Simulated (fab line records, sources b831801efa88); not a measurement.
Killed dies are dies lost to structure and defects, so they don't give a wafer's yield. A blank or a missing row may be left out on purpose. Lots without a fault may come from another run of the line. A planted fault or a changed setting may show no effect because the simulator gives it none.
fab line records | flow sky130
record lots=5 wafers=15 last_day=48
route steps=708 shown LI_CONTACT@376 LOCAL_INTERCONNECT@387 PAD_OPEN@708
lots that met no fault: from a run of the same line without faults
start_h: hours from the record's first day to the start of the lot's first wafer shown | wait_h: hours since the lot's step before | " the same as in the row above | L1.1+2: a row that stands for several wafers | - no value, or no start given | * or withheld: withheld | < > ~ a bound
route shown NAME@n: a module of which the file shows steps, and the number in the route of the first | usual: mean/standard deviation of fault-free wafers | same: alike in all rows | chamber/n: place in a boat | sites: the reading at each site | _std_site: their standard deviation | _edge_site: outer sites' mean less inner sites' | radius_mm: how far each site lies from the wafer's centre | mask NAME#n: copy n | behind: the tool/chamber that last shaped the wafer | hold: why the lot was held/for how many hours/how that ended | device: the transistor (n, p or np) that didn't switch | end of line: the same wafers' tests at the end of the route | a step without rows: its recipe alone | killed: dies lost to structure and defects at the first sort, not the wafer's yield | map: a wafer's dies, x killed, . not, _ none there
set.NAME: the setting as run; set.NAME@STEP: as run at that earlier step | model.NAME: the simulator's own value behind a step, which no gauge read
lots at some steps of the route; a table a step, a row a wafer
services: from which hour (start_h, from the record's first day; less than 0 if before it) a tool's chamber was out of use, for how many hours, and why
## steps
# step SKY_LI_CONTACT_ETCH_14
# recipe chemistry=N2/H2 target=BARC ion_energy_ev=200 source_w=500 bias_w=100 pressure_mtorr=30 n2_flow_sccm=100 h2_flow_sccm=200 stop_on=SiO2 time_s=45.9 target_depth_a=600
# step SKY_LI_CONTACT_ETCH_15
# recipe target=PSG chemistry=C4F8/O2/Ar stop_on=Si taper_deg=4.15 mask_material=KrF-thick source_w=1500 bias_w=1200 pressure_mtorr=40 c4f8_flow_sccm=withheld O2_flow_sccm=6 Ar_flow_sccm=300 time_s=withheld target_depth_a=6000
# step SKY_LI_CONTACT_STRIP_16
# recipe chemistry=O2/N2 power_w=1400 pressure_mtorr=1500 platen_temp_c=withheld o2_flow_sccm=3000 n2_flow_sccm=300 overash_fraction=0.5
# step SKY_LI_CONTACT_CLEAN_17
# recipe chemistry=NMP time_s=600 temp_c=60 dry=n2_spin
# step SKY_LI_CONTACT_PRE_CLEAN_18
# recipe gas=Ar time_s=5.6 bias_v=358
# step SKY_LI_CONTACT_SPUTTER_19
# recipe material=Ti target_thk_nm=20 chamber_pressure_pa=5 power_w=2500 substrate_temp_c=200 time_s=106.37
# step SKY_LI_CONTACT_SPUTTER_20
# recipe material=TiN target_thk_nm=20 chamber_pressure_pa=5 power_w=4000 time_s=80
# step SKY_LI_CONTACT_CVD_21
# recipe material=W target_thk_nm=400 time_s=120.56 temp_c=400 pressure_torr=40
# step SKY_LI_CONTACT_CMP_24
# recipe stop_on=PSG t_overpolish_s=20 down_force_psi=3.5 platen_rpm=60 target_thk_nm=0 pad_velocity_m_s=0.94248
# step SKY_LOCAL_INTERCONNECT_SPUTTER_00
# recipe material=TiN target_thk_nm=100 temp_c=300 power_w=6500 time_s=83.3 chamber_pressure_pa=0.4
# usual cathode_dc_power_W=6500.2/1.1 chamber_pressure_pa=0.4000/0.00077 throttle_valve_pct=30.2/0.94
# columns lot.wafer tool chamber start_h wait_h cathode_dc_power_W chamber_pressure_pa throttle_valve_pct
L822.3 pvd_sputter-01 - 732.81 0.2 6500.1 0.4003 29.8
L822.4 " - " " 6501.8 0.4002 31.6
L822.6 " - " " 6502.2 0.4007 31.1
L824.1 pvd_sputter-03 - 744.23 0.2 - - -
L824.2 " - " " - - -
L824.5 " - " " - - -
L825.1 pvd_sputter-01 - 746.05 0.1 - - -
L825.2 " - " " - - -
L825.4 " - " " - - -
L826.4 pvd_sputter-03 - 748.38 0.2 - - -
L826.5 " - " " - - -
L826.6 " - " " - - -
L827.3 pvd_sputter-02 - 785.41 0.2 6499.3 0.3987 29.2
L827.4 " - " " 6498.2 0.3995 29.7
L827.6 " - " " 6501.9 0.4000 29.4
# step SKY_LOCAL_INTERCONNECT_RS_MEAS_01
# recipe thk_meas_gauge=four-point-probe reads=TiN_of_LOCAL_INTERCONNECT_SPUTTER_00
# usual LOCAL_INTERCONNECT_TIN_RS=14.23/0.15
# columns lot.wafer tool chamber start_h wait_h LOCAL_INTERCONNECT_TIN_RS[ohm/sq]
L822.3 film_metro-01 - 732.91 0.1 14.18
L822.4 " - " " 14.12
L822.6 " - " " 14.26
L824.1 film_metro-01 - 744.29 0.0 -
L824.2 " - " " -
L824.5 " - " " -
L825.1 film_metro-02 - 746.11 0.0 -
L825.2 " - " " -
L825.4 " - " " -
L826.4 film_metro-02 - 748.47 0.1 -
L826.5 " - " " -
L826.6 " - " " -
L827.3 film_metro-01 - 785.52 0.1 14.22
L827.4 " - " " 14.05
L827.6 " - " " 14.08
# step SKY_LOCAL_INTERCONNECT_THK_MEAS_02
# recipe thk_meas_gauge=xrf reads=TiN_of_LOCAL_INTERCONNECT_SPUTTER_00
# usual LOCAL_INTERCONNECT_TIN_THK=100.0/1.2
# columns lot.wafer tool chamber start_h wait_h LOCAL_INTERCONNECT_TIN_THK[nm]
L822.3 film_metro-01 - 733.01 0.1 101.5
L822.4 " - " " 101.3
L822.6 " - " " 100.2
L824.1 film_metro-01 - 744.41 0.1 <0.0
L824.2 " - " " <0.0
L824.5 " - " " <0.0
L825.1 film_metro-02 - 746.23 0.1 <0.0
L825.2 " - " " <0.0
L825.4 " - " " <0.0
L826.4 film_metro-02 - 748.56 0.1 <0.0
L826.5 " - " " <0.0
L826.6 " - " " <0.0
L827.3 film_metro-01 - 785.62 0.1 99.3
L827.4 " - " " 101.1
L827.6 " - " " 100.5
# step SKY_LOCAL_INTERCONNECT_DEHYDRATE_03
# recipe temp_c=200 time_s=60
# step SKY_LOCAL_INTERCONNECT_HMDS_04
# recipe prime_time_s=60 prime_temp_c=120
# step SKY_LOCAL_INTERCONNECT_COAT_05
# recipe resist=BARC temp_c=withheld time_s=withheld spin_rpm=3000 resist_thk_nm=60
# step SKY_LOCAL_INTERCONNECT_COAT_06
# recipe resist=KrF-thick spin_rpm=3000 resist_thk_nm=450
# step SKY_LOCAL_INTERCONNECT_SOFTBAKE_07
# recipe temp_c=100 time_s=90 resist=KrF-thick
# step SKY_LOCAL_INTERCONNECT_EXPOSE_08
# recipe mask_id=LI1M na=0.8 source_shape=annular sigma_inner=0.55 sigma_outer=0.85 target_cd_nm=170 dose_mj=28
# step SKY_LOCAL_INTERCONNECT_PEB_09
# recipe peb_temp_c=withheld peb_time_s=withheld resist=KrF-thick
# step SKY_LOCAL_INTERCONNECT_DEVELOP_10
# recipe develop_time_s=60 resist=KrF-thick dev_temp_c=21
# step SKY_LOCAL_INTERCONNECT_ETCH_13
# recipe chemistry=N2/H2 target=BARC ion_energy_ev=200 bias_w=100 pressure_mtorr=30 n2_flow_sccm=100 h2_flow_sccm=200 icp_w=500 stop_on=SiO2 time_s=45.9 target_depth_a=600
# step SKY_LOCAL_INTERCONNECT_METAL_ETCH_14
# recipe target_depth_nm=110 stop_on=PSG chemistry=Cl2/BCl3 target=TiN resist_sidewall_deg=88 pressure_mtorr=10 icp_w=900 bias_w=48.5 Cl2_flow_sccm=60 bcl3_flow_sccm=30 time_s=31.4
# usual bcl3_flow_sccm=29.97/0.084 drypump_motor_current_A=5.7/0.34 oes_product_au=0.938/0.0074 throttle_valve_pct=21.904/0.01
# columns lot.wafer tool chamber start_h wait_h bcl3_flow_sccm drypump_motor_current_A oes_product_au rf_hours_counter_h throttle_valve_pct
L822.3 rie_metal-04 1 760.31 0.0 29.98 5.7 0.941 - 21.906
L822.4 " 0 " " 29.88 5.3 0.942 - 21.912
L822.6 " 0 " " 29.97 5.3 0.943 - 21.905
L824.1 rie_metal-04 1 771.68 0.0 29.97 5.5 0.488 3 22.184
L824.2 " 0 " " 29.97 5.3 0.493 7 22.180
L824.5 " 0 " " 29.94 5.4 0.483 - 22.207
L825.1 rie_metal-02 0 773.63 0.0 29.92 6.2 0.491 2 22.213
L825.2 " 1 " " 29.93 6.1 0.492 3 22.191
L825.4 " 1 " " 30.00 6.1 0.480 - 22.196
L826.4 rie_metal-03 0 774.96 0.0 29.90 5.5 0.487 - 22.192
L826.5 " 0 " " 29.81 5.5 0.494 - 22.182
L826.6 " 1 " " 29.92 5.4 0.490 - 22.204
L827.3 rie_metal-02 0 811.85 0.0 30.11 6.2 0.942 - 21.898
L827.4 " 1 " " 30.07 6.1 0.946 - 21.904
L827.6 " 1 " " 29.96 6.1 0.943 - 21.904
# step SKY_LOCAL_INTERCONNECT_STRIP_15
# recipe chemistry=O2/N2 power_w=1400 pressure_mtorr=1500 platen_temp_c=withheld o2_flow_sccm=3000 n2_flow_sccm=300 overash_fraction=0.5
# step SKY_PAD_OPEN_PROBE_99
# usual killed_at_M0_to_M3=44/7.3 killed_at_M4_up=3.0/1.9 killed_at_contacts=24/5 killed_at_front_end=16/4.5 killed_at_other=0.3/0.46 killed_dies=87/10 killed_on_rim=17/3.5 killed_open=47/8.3 killed_short=39/6.4
# same gross_dies=492 killed_at_back_side=0
# columns lot.wafer tool chamber start_h wait_h killed_at_M0_to_M3 killed_at_M4_up killed_at_contacts killed_at_front_end killed_at_other killed_dies killed_on_rim killed_open killed_short
L822.3 prober-02 - 1115.68 0.2 51 3 19 11 0 84 14 48 36
L822.4 prober-02 - 1115.73 0.2 45 3 26 10 0 84 18 51 33
L822.6 prober-02 - 1115.83 0.2 43 4 27 14 0 88 16 50 38
L824.1 prober-01 - 1122.75 0.1 7 1 479 5 0 492 96 6 10
L824.2 prober-01 - 1122.80 0.1 11 0 476 5 0 492 96 12 10
L824.5 prober-01 - 1122.95 0.2 10 1 480 1 0 492 96 6 9
L825.1 prober-02 - 1124.93 0.1 9 0 481 2 0 492 96 11 8
L825.2 prober-02 - 1124.98 0.1 9 0 482 1 0 492 96 6 7
L825.4 prober-02 - 1125.08 0.2 10 0 478 4 0 492 96 12 8
L826.4 prober-01 - 1127.25 0.2 12 0 472 8 0 492 96 10 10
L826.5 prober-01 - 1127.30 0.2 4 1 484 3 0 492 96 7 11
L826.6 prober-01 - 1127.35 0.2 14 1 473 4 0 492 96 13 7
L827.3 prober-02 - 1151.94 0.2 46 3 21 20 1 91 16 44 47
L827.4 prober-02 - 1151.99 0.2 41 3 25 16 0 85 16 51 34
L827.6 prober-02 - 1152.09 0.2 51 1 21 17 0 90 22 47 43
# killed by level:class
L822.3 VIA1:geometric_particle:open=14 VIA2:geometric_particle:open=9 METAL2:geometric_particle:short=7 CONTACT:geometric_particle:open=6 CONTACT:geometric_particle:short=5 VIA3:geometric_particle:open=5 METAL3:geometric_particle:short=4 LI_CONTACT:geometric_particle:open=4
L822.4 VIA1:geometric_particle:open=18 CONTACT:geometric_particle:open=10 VIA3:geometric_particle:open=6 LI_CONTACT:geometric_particle:open=5 CONTACT:geometric_particle:short=5 LI_CONTACT:geometric_particle:short=4 VIA1:geometric_particle:short=4 VIA2:geometric_particle:open=4
L822.6 VIA1:geometric_particle:open=12 CONTACT:geometric_particle:open=11 LI_CONTACT:geometric_particle:open=9 METAL2:geometric_particle:short=7 FIELD_ISO:geometric_particle:short=5 VIA1:geometric_particle:short=5 FIELD_ISO:geometric_particle:open=4 LOCAL_INTERCONNECT:geometric_particle:short=4
L824.1 LOCAL_INTERCONNECT:lost_pattern=473 POLY_GATE:geometric_particle:short=3 LOCAL_INTERCONNECT:area_sputter=3 FIELD_ISO:geometric_particle:short=2 CONTACT:geometric_particle:open=2 METAL1:geometric_particle:short=2 CONTACT:geometric_particle:short=1 VIA1:geometric_particle:open=1
L824.2 LOCAL_INTERCONNECT:lost_pattern=468 LI_CONTACT:geometric_particle:open=3 FIELD_ISO:geometric_particle:short=2 SPACER:geometric_particle:short=2 VIA1:geometric_particle:short=2 CONTACT:geometric_particle:short=2 VIA1:geometric_particle:open=2 VIA2:geometric_particle:open=2
L824.5 LOCAL_INTERCONNECT:lost_pattern=473 LOCAL_INTERCONNECT:area_sputter=4 CONTACT:geometric_particle:open=2 METAL1:geometric_particle:short=2 VIA2:geometric_particle:short=2 POLY_GATE:geometric_particle:open=1 CONTACT:geometric_particle:short=1 VIA1:geometric_particle:short=1
L825.1 LOCAL_INTERCONNECT:lost_pattern=472 CONTACT:geometric_particle:open=5 METAL1:geometric_particle:short=2 VIA1:geometric_particle:short=2 FIELD_ISO:geometric_particle:short=1 SPACER:geometric_particle:open=1 LI_CONTACT:geometric_particle:open=1 LI_CONTACT:geometric_particle:short=1
L825.2 LOCAL_INTERCONNECT:lost_pattern=476 LI_CONTACT:geometric_particle:open=3 LOCAL_INTERCONNECT:area_sputter=3 VIA1:geometric_particle:short=2 METAL2:geometric_particle:short=2 VIA2:geometric_particle:short=2 SONOS_ONO:geometric_particle:short=1 VIA1:geometric_particle:open=1
L825.4 LOCAL_INTERCONNECT:lost_pattern=472 CONTACT:geometric_particle:open=4 VIA1:geometric_particle:short=2 VIA1:geometric_particle:open=2 METAL2:geometric_particle:short=2 VIA2:geometric_particle:open=2 FIELD_ISO:geometric_particle:open=1 GATE_OXIDE:geometric_particle:open=1
L826.4 LOCAL_INTERCONNECT:lost_pattern=471 POLY_GATE:geometric_particle:short=4 VIA2:geometric_particle:open=3 FIELD_ISO:geometric_particle:open=2 VIA1:geometric_particle:open=2 METAL3:geometric_particle:short=2 FIELD_ISO:geometric_particle:short=1 POLY_GATE:geometric_particle:open=1
L826.5 LOCAL_INTERCONNECT:lost_pattern=472 CONTACT:geometric_particle:short=3 CONTACT:geometric_particle:open=3 LI_CONTACT:geometric_particle:short=2 LI_CONTACT:geometric_particle:open=2 LOCAL_INTERCONNECT:area_sputter=2 POLY_GATE:geometric_particle:short=1 POLY_GATE:geometric_particle:open=1
L826.6 LOCAL_INTERCONNECT:lost_pattern=468 LOCAL_INTERCONNECT:area_sputter=4 FIELD_ISO:geometric_particle:open=3 VIA1:geometric_particle:open=3 METAL1:geometric_particle:short=3 VIA2:geometric_particle:open=3 FIELD_ISO:geometric_particle:short=1 CONTACT:geometric_particle:open=1
L827.3 VIA1:geometric_particle:open=11 FIELD_ISO:geometric_particle:short=7 LI_CONTACT:geometric_particle:open=7 METAL1:geometric_particle:short=7 VIA1:geometric_particle:short=7 CONTACT:geometric_particle:open=5 FIELD_ISO:geometric_particle:open=4 METAL2:geometric_particle:short=4
L827.4 CONTACT:geometric_particle:open=10 VIA1:geometric_particle:open=9 LI_CONTACT:geometric_particle:open=8 VIA1:geometric_particle:short=6 VIA3:geometric_particle:open=6 FIELD_ISO:geometric_particle:open=4 POLY_GATE:geometric_particle:short=4 POLY_GATE:geometric_particle:open=4
L827.6 VIA1:geometric_particle:open=10 VIA3:geometric_particle:open=7 CONTACT:geometric_particle:open=7 VIA2:geometric_particle:open=7 VIA2:geometric_particle:short=7 LOCAL_INTERCONNECT:geometric_particle:short=6 METAL1:geometric_particle:short=6 FIELD_ISO:geometric_particle:open=5
# map L824.1 (x killed, . not)
__________xxxxxxxxxx_________
________xxxxxxxxxxxxxx_______
______xxxxxxxxxxxxxxxxxx_____
_____xxxxxxxxxxxxxxxxxxxx____
____xxxxxxxxxxxxxxxxxxxxxx___
___xxxxxxxxxxxxxxxxxxxxxxxx__
__xxxxxxxxxxxxxxxxxxxxxxxxxx_
_xxxxxxxxxxxxxxxxxxxxxxxxxxxx
_xxxxxxxxxxxxxxxxxxxxxxxxxxxx
_xxxxxxxxxxxxxxxxxxxxxxxxxxxx
_xxxxxxxxxxxxxxxxxxxxxxxxxxxx
_xxxxxxxxxxxxxxxxxxxxxxxxxxxx
_xxxxxxxxxxxxxxxxxxxxxxxxxxxx
_xxxxxxxxxxxxxxxxxxxxxxxxxxxx
_xxxxxxxxxxxxxxxxxxxxxxxxxxxx
__xxxxxxxxxxxxxxxxxxxxxxxxxx_
___xxxxxxxxxxxxxxxxxxxxxxxx__
____xxxxxxxxxxxxxxxxxxxxxx___
_____xxxxxxxxxxxxxxxxxxxx____
______xxxxxxxxxxxxxxxxxx_____
________xxxxxxxxxxxxxx_______
__________xxxxxxxxxx_________
# map L825.1 (x killed, . not)
__________xxxxxxxxxx_________
________xxxxxxxxxxxxxx_______
______xxxxxxxxxxxxxxxxxx_____
_____xxxxxxxxxxxxxxxxxxxx____
____xxxxxxxxxxxxxxxxxxxxxx___
___xxxxxxxxxxxxxxxxxxxxxxxx__
__xxxxxxxxxxxxxxxxxxxxxxxxxx_
_xxxxxxxxxxxxxxxxxxxxxxxxxxxx
_xxxxxxxxxxxxxxxxxxxxxxxxxxxx
_xxxxxxxxxxxxxxxxxxxxxxxxxxxx
_xxxxxxxxxxxxxxxxxxxxxxxxxxxx
_xxxxxxxxxxxxxxxxxxxxxxxxxxxx
_xxxxxxxxxxxxxxxxxxxxxxxxxxxx
_xxxxxxxxxxxxxxxxxxxxxxxxxxxx
_xxxxxxxxxxxxxxxxxxxxxxxxxxxx
__xxxxxxxxxxxxxxxxxxxxxxxxxx_
___xxxxxxxxxxxxxxxxxxxxxxxx__
____xxxxxxxxxxxxxxxxxxxxxx___
_____xxxxxxxxxxxxxxxxxxxx____
______xxxxxxxxxxxxxxxxxx_____
________xxxxxxxxxxxxxx_______
__________xxxxxxxxxx_________
## services
# columns tool chamber start_h hours kind
rie_metal-02 1 717.94 - clean
rie_metal-02 1 717.94 15.2 scheduled_down
rie_metal-02 1 717.94 15.2 vent_cycle
pvd_sputter-01 3 730.78 - consumable_replace:kit
pvd_sputter-01 3 730.78 18.0 scheduled_down
pvd_sputter-01 3 730.78 18.0 vent_cycle
pvd_sputter-03 1 745.35 - consumable_replace:kit
pvd_sputter-03 1 745.35 18.0 scheduled_down
pvd_sputter-03 1 745.35 18.0 vent_cycle
rie_metal-02 0 748.22 22.5 repair
pvd_sputter-02 - 766.11 1.9 repair
rie_metal-02 - 782.37 0.8 repair
pvd_sputter-03 - 797.96 2.7 repair
## key
first_sign step=SKY_LOCAL_INTERCONNECT_SPUTTER_00 reading=tool_record direction=missing
effect step=SKY_LOCAL_INTERCONNECT_RS_MEAS_01 reading=LOCAL_INTERCONNECT_TIN_RS direction=missing
effect step=SKY_LOCAL_INTERCONNECT_THK_MEAS_02 reading=LOCAL_INTERCONNECT_TIN_THK direction=down sigmas=86 usual=100.0 struck=<0.0
effect step=SKY_LOCAL_INTERCONNECT_METAL_ETCH_14 reading=oes_product_au direction=down sigmas=60 usual=0.938 struck=0.489
effect step=SKY_PAD_OPEN_PROBE_99 reading=killed_at_contacts direction=up sigmas=91 usual=24 struck=478
met_at SKY_LOCAL_INTERCONNECT_SPUTTER_00
struck_wafers L824.1,L824.2,L824.5,L825.1,L825.2,L825.4,L826.4,L826.5,L826.6
later_rows_left_out L824.1,L824.2,L824.5,L825.1,L825.2,L825.4,L826.4,L826.5,L826.6
tester_left_out L824,L825,L826
onset_between 732.81 744.23
fault kind=skipped_step_whole tool=pvd_sputter-01,pvd_sputter-03 chamber=- onset_h=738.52 steps=SKY_LOCAL_INTERCONNECT_SPUTTER_00 scope=struck_lots_only
# tester_left_out: of these lots the tester's yield and bins aren't shown, on N5 and GAA mostly nor the transistor test; their killed dies are dies lost to structure and defects alone, not to doping, threshold or leakage, so they don't give the yield
# later_rows_left_out: the simulator's readings of these wafers behind a module that went badly wrong aren't trusted and aren't shown, but for the sort
